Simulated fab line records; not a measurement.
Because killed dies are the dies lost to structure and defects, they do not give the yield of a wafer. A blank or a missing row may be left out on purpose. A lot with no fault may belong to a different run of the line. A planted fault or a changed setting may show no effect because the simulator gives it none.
A struck lot beside a sound one ; flow sfqLine ; 14 out of 325 route steps
Sound: the wafers L558.1, L558.4, L558.5. Struck: wafer L568.6 (left out: L568.2, L568.4 of the same lot, which were not struck); the cause appears at the end.
Per side, at each step with rows, come the tool, then ch with its chambers, and then its first start. Under that, the readings that differ: sound wafers ; struck wafers ; difference of the means ; sigmas: that difference in standard deviations of wafers without a fault.
alike: readings whose means differ by less than 2 such deviations, and words and numbers that are the same on both sides. not compared: withheld readings, readings that some wafer has no value for, bounds like >300 that may hide the same value, and numbers for which the record gives no deviation and whose values overlap.
Wherever a step has rows on one side only, a row that says differs or no value, or a row with sigmas, the two part there. Numbers that don't overlap but have no deviation are shown without sigmas and don't part them. Lack of a reading on every wafer of one side parts them only where that side has two or more wafers.

first, 6 steps without rows for these wafers: SFQ_TRILAYER_M2_LITHO_COAT_062 (resist thk 62 nm); SFQ_TRILAYER_M2_LITHO_COAT_057 (resist thk 600 nm); SFQ_TRILAYER_M2_LITHO_SOFTBAKE_061; SFQ_TRILAYER_M2_LITHO_EXPOSE_058 (exposes mask M2, target cd 500 nm); SFQ_TRILAYER_M2_LITHO_PEB_060 (peb time 60 s); SFQ_TRILAYER_M2_LITHO_DEVELOP_059 (time 60 s).
SFQ_M2_OVL_MEAS_916:
  struck on overlay-02, day 25 02:31; sound on overlay-01, day 20 16:51
  alike: M2_OVL
SFQ_TRILAYER_M2_BARC_OPEN_METAL_ETCH_077: etches BARC in O2, target depth 125 nm, time 41.7 s.
  sound on rieMetal-02 ch 0,1, day 20 16:53; struck on rieMetal-01 ch 1, day 25 02:33
reading;sound;struck;difference;sigmas
drypumpMotorCurrentA (A);5.78 5.76 5.53;6.37;+0.68;+2
  alike: chamberPressureMTorr, oesProductAu
  not compared: rfHoursCounterH
SFQ_TRILAYER_M2_ETCH_METAL_ETCH_060: etches Nb in Cl2/Ar, stops on SiO2, target depth 240 nm, time 120 s.
  sound on rieMetal-02 ch 0,1, day 20 16:57; struck on rieMetal-01 ch 1, day 25 02:37
reading;sound;struck;difference;sigmas
drypumpMotorCurrentA (A);5.76 5.75 5.56;6.32;+0.63;+2
  alike: chamberPressureMTorr, oesProductAu
  not compared: rfHoursCounterH
SFQ_TRILAYER_M2_STRIP_STRIP_061: strips in O2.
  sound on rieMetal-02 ch 0,1, day 20 17:04; struck on rieMetal-01 ch 1, day 25 02:44
reading;sound;struck;difference;sigmas
drypumpMotorCurrentA (A);5.79 5.78 5.57;6.31;+0.60;+2
  alike: chamberPressureMTorr, oesProductAu
  not compared: rfHoursCounterH
then, 1 step without rows for these wafers: SFQ_TRILAYER_M2_STRIP_SOLV_CLEAN_062 (cleans in NMP, time 600 s).
SFQ_TRILAYER_I2_DEP_PECVD_063: deposits SiO2 from SiH4/N2O, time 111.11 s, target thk 500 nm.
  sound on pecvd-02 ch 1,2, day 20 17:52; struck on pecvd-01 ch 2, day 25 03:31
reading;sound;struck;difference;sigmas
runLengthS (s);139.1 139.3 138.9;124.8;-14.3;-42
model.SiO2_of_TRILAYER_I2_DEP_PECVD_063.thkNm (nm);496.5 503.8 506.4;434.1;-68.1;
  alike: heaterPowerW, showerheadVppV, throttleValvePct
SFQ_TRILAYER_I2_CMP_CMP_064: polishes SiO2.
  sound on cmp-02 ch 0,2, day 20 18:26; struck on cmp-02 ch 3, day 25 20:00
reading;sound;struck;difference;sigmas
timeToEndpointS (s);215 211 220;153;-62;-7
  alike: motorCurrentA
SFQ_I2_BOW_MEAS_917:
  struck on filmMetro-04, day 25 20:31; sound on filmMetro-04, day 20 20:56
  alike: I2_BOW

## WHERE THEY PART
Earliest at SFQ_TRILAYER_M2_BARC_OPEN_METAL_ETCH_077; latest, in this record, at SFQ_TRILAYER_I2_CMP_CMP_064. Later steps at which nothing parts them and some readings are alike: SFQ_I2_BOW_MEAS_917.

WHY: what had been put in by the simulator
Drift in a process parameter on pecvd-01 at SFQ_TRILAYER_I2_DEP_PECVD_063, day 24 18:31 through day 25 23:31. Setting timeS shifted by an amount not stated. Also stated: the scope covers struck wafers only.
